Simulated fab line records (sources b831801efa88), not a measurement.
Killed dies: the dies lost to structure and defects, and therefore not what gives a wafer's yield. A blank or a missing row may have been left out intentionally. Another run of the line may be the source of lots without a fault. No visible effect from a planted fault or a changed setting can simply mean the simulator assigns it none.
Struck lot and sound lot, side by side :: flow sfq_line :: 43 out of 325 route steps
Sound: these wafers, L919.1, L919.4, L919.5. Wafers L913.1, L913.3, L913.6 were the ones struck. The cause is named last.
Per side, at each step with rows, come the tool, then ch with its chambers, and then its first start. Under that, the readings that differ: sound wafers :: struck wafers :: difference of the means :: sigmas: that difference in standard deviations of wafers without a fault.
alike: readings with means less than 2 such deviations apart, plus words and numbers identical on both sides. not compared: withheld readings, readings lacking a value on some wafer, bounds such as >300 that could conceal the same value, and numbers that have no deviation in the record and whose values overlap.
The two part at a step that has a row with sigmas, a row that says differs or no value, or rows on one side only. Numbers that don't overlap but have no deviation are shown without sigmas and don't part them. Lack of a reading on every wafer of one side parts them only where that side has two or more wafers.

first, 3 steps without rows for these wafers: SFQ_TRILAYER_JJ_CE_BARC_OPEN_RIE_150 (chemistry O2, target BARC, target depth 240 nm, time 80 s); SFQ_TRILAYER_JJ_CE_ETCH_RIE_118 (chemistry SF6, target Nb, stops on Al2O3, time 97.7 s, target depth 170 nm); SFQ_TRILAYER_JJ_ANODIZE_ANODIZE_119.
SFQ_TRILAYER_JJ_CE_STRIP_STRIP_120: strips in O2.
  sound on rie_metal-01 ch 0,1, day 61 21:20; struck on rie_metal-04 ch 0,1, day 54 10:14
  alike: drypump_motor_current_A, oes_product_au
  not compared: rf_hours_counter_h
then, 7 steps without rows for these wafers: SFQ_TRILAYER_JJ_CE_STRIP_SOLV_CLEAN_121 (cleans in NMP, time 600 s); SFQ_TRILAYER_M5_LITHO_COAT_128 (resist thk 62 nm); SFQ_TRILAYER_M5_LITHO_COAT_123 (resist thk 600 nm); SFQ_TRILAYER_M5_LITHO_SOFTBAKE_127; SFQ_TRILAYER_M5_LITHO_EXPOSE_124 (exposes mask M5, target cd 700 nm); SFQ_TRILAYER_M5_LITHO_PEB_126 (peb time 60 s); SFQ_TRILAYER_M5_LITHO_DEVELOP_125 (time 60 s).
SFQ_M5_OVL_MEAS_932:
  struck on overlay-01, day 55 03:11; sound on overlay-01, day 62 01:58
  alike: M5_OVL
SFQ_TRILAYER_M5_BARC_OPEN_METAL_ETCH_161: etches BARC in O2, target depth 125 nm, time 41.7 s.
  sound on rie_metal-03 ch 1, day 62 01:59; struck on rie_metal-01 ch 0,1, day 55 03:13
  no value came back on the struck wafers for any of 5 readings (bias_w (W), chamber_pressure_mTorr (mTorr) and others); on the sound wafers bias_w (W) reads 80.45 79.66 80.07
reading: model.KrF_of_TRILAYER_M5_LITHO_COAT_123.thk_nm (nm)
sound: 524.7 525.2 523.9
struck: 574.1 571.6 574.4
difference: +48.8
sigmas: 
  not compared: rf_hours_counter_h
SFQ_TRILAYER_M5_ETCH_METAL_ETCH_126: etches Nb in Cl2/BCl3, stops on SiO2, time 203.2 s, target depth 265 nm.
  sound on rie_metal-03 ch 1, day 62 02:03; struck on rie_metal-01 ch 0,1, day 55 03:16
reading: oes_product_au (a.u.)
sound: 0.728 0.725 0.725
struck: 0.379 0.372 0.375
difference: -0.351
sigmas: -57

reading: model.KrF_of_TRILAYER_M5_LITHO_COAT_123.thk_nm (nm)
sound: 375.4 374.6 375
struck: 420.9 421.1 425
difference: +47.3
sigmas: 
  alike: bias_w, chamber_pressure_mTorr, drypump_motor_current_A
  not compared: rf_hours_counter_h
SFQ_TRILAYER_M5_STRIP_STRIP_127: strips in O2.
  sound on rie_metal-03 ch 1, day 62 02:15; struck on rie_metal-01 ch 0,1, day 55 03:28
  alike: drypump_motor_current_A, oes_product_au
  not compared: rf_hours_counter_h
then, 2 steps without rows for these wafers: SFQ_TRILAYER_M5_STRIP_SOLV_CLEAN_128 (cleans in NMP, time 600 s); SFQ_TRILAYER_A5B_DEP_PECVD_129 (deposits SiO2 from SiH4/N2O, time 133.33 s, target thk 600 nm).
SFQ_TRILAYER_A5B_CMP_CMP_130: polishes, stops on Nb, target thk 340.7 nm.
  sound on cmp-01 ch 0,3, day 63 01:53; struck on cmp-02 ch 0,1, day 55 10:11
  alike: motor_current_A
then, 4 steps without rows for these wafers: SFQ_TRILAYER_A5B_METRO_MEASURE_131; SFQ_TRILAYER_R5_DEP_SPUTTER_132 (material Ti, target thk 5 nm, time 5 s); SFQ_TRILAYER_R5_DEP_SPUTTER_133 (material MoNx, target thk 40 nm, time 66.7 s); SFQ_TRILAYER_R5_DEP_SPUTTER_134 (material Ti, target thk 5 nm, time 5 s).
SFQ_R5_RS_MEAS_933: a four-point-probe measurement.
  struck on film_metro-04, day 55 14:29; sound on film_metro-01, day 63 06:11
  alike: R5_MONX_RS
SFQ_R5_THK_MEAS_934: measures by xrf.
  struck on film_metro-04, day 55 14:36; sound on film_metro-01, day 63 06:18
  alike: R5_MONX_THK
then, 3 steps without rows for these wafers: SFQ_TRILAYER_R5_LITHO_COAT_141 (resist thk 62 nm); SFQ_TRILAYER_R5_LITHO_COAT_136 (resist thk 600 nm); SFQ_TRILAYER_R5_LITHO_SOFTBAKE_140.
-- the record jumps here: 4 days lie between the struck wafers' starts before and after --
SFQ_TRILAYER_R5_LITHO_EXPOSE_137: exposes mask R5, target cd 500 nm.
  sound on krf_scanner-01 ch 0, day 67 16:37; struck on krf_scanner-01, day 59 17:52
  no value came back on the struck wafers for exposure_dose_mJ_cm2, focus_offset_nm (nm), sigma_outer; on the sound wafers exposure_dose_mJ_cm2 reads 14.408 14.397 14.389
  alike: mask
then, 2 steps without rows for these wafers: SFQ_TRILAYER_R5_LITHO_PEB_139 (peb time 60 s); SFQ_TRILAYER_R5_LITHO_DEVELOP_138 (time 60 s).
SFQ_R5_OVL_MEAS_935:
  struck on overlay-02, day 59 19:22; sound on overlay-01, day 67 18:07
reading: R5_OVL (nm)
sound: -10 -18 -11
struck: - - -
difference: no value on the struck wafers
sigmas: 
then, 1 step without rows for these wafers: SFQ_TRILAYER_R5_BARC_OPEN_METAL_ETCH_177 (etches BARC in O2, target depth 125 nm, time 41.7 s).
SFQ_TRILAYER_R5_ETCH_METAL_ETCH_139: etches the open film in Cl2, stops on SiO2, target depth 60 nm, time 40 s.
  sound on rie_metal-02 ch 0,1, day 67 18:12; struck on rie_metal-03 ch 0,1, day 59 19:28
  alike: bias_w, chamber_pressure_mTorr, drypump_motor_current_A, oes_product_au
  not compared: rf_hours_counter_h
then, 2 steps without rows for these wafers: SFQ_TRILAYER_R5_STRIP_STRIP_140 (strips in O2); SFQ_TRILAYER_R5_STRIP_SOLV_CLEAN_141 (cleans in NMP, time 600 s).
SFQ_TRILAYER_A5C_DEP_PECVD_142: deposits SiO2 from SiH4/N2O, time 15.556 s, target thk 70 nm.
  sound on pecvd-01 ch 0,1,2, day 67 19:02; struck on pecvd-04 ch 0,1, day 59 20:19
  alike: heater_power_w, throttle_valve_pct
then, 5 steps without rows for these wafers: SFQ_TRILAYER_I5_LITHO_COAT_149 (resist thk 62 nm); SFQ_TRILAYER_I5_LITHO_COAT_144 (resist thk 650 nm); SFQ_TRILAYER_I5_LITHO_SOFTBAKE_148; SFQ_TRILAYER_I5_LITHO_PEB_147 (peb time 60 s); SFQ_TRILAYER_I5_LITHO_DEVELOP_146 (time 60 s).
SFQ_TRILAYER_I5_ETCH_VIA_ETCH_147: etches the open film in CHF3, stops on Nb, target depth 360 nm.
  sound on rie_diel-03 ch 0,1, day 67 21:23; struck on rie_diel-03 ch 1,2,3, day 61 15:41
reading: oes_product_au (a.u.)
sound: 0.987 0.992 0.993
struck: 0.378 0.374 0.367
difference: -0.618
sigmas: -92
  alike: bias_w, chamber_pressure_mTorr, drypump_motor_current_A
  not compared: model.I5.cd_nm
-- the record jumps here: 17 days lie between the struck wafers' starts before and after --
SFQ_M8_BOW_MEAS_951:
  struck on film_metro-02, day 78 05:09; sound on film_metro-04, day 78 20:00
reading: model.etest.r5.comb_log10_ohm
sound: 12 12 12
struck: 0 0 0
difference: -12
sigmas: 

reading: model.etest.m5.comb_log10_ohm
sound: 12 12 12
struck: 0 0 0
difference: -12
sigmas: 

reading: model.etest.jj.g_times
sound: 1.012 1.014 1.01
struck: 0 0 0
difference: -1
sigmas: 
  alike: M8_BOW

WHERE THEY PART
First at SFQ_TRILAYER_M5_BARC_OPEN_METAL_ETCH_161; last, within this record, at SFQ_TRILAYER_I5_ETCH_VIA_ETCH_147. Later steps at which nothing parts them and some readings are alike: SFQ_M8_BOW_MEAS_951.

WHY: the cause the simulator had injected
Whole step skipped at SFQ_TRILAYER_M5_BARC_OPEN_METAL_ETCH_161 on rie_metal-01, starting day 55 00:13. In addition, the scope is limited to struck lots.
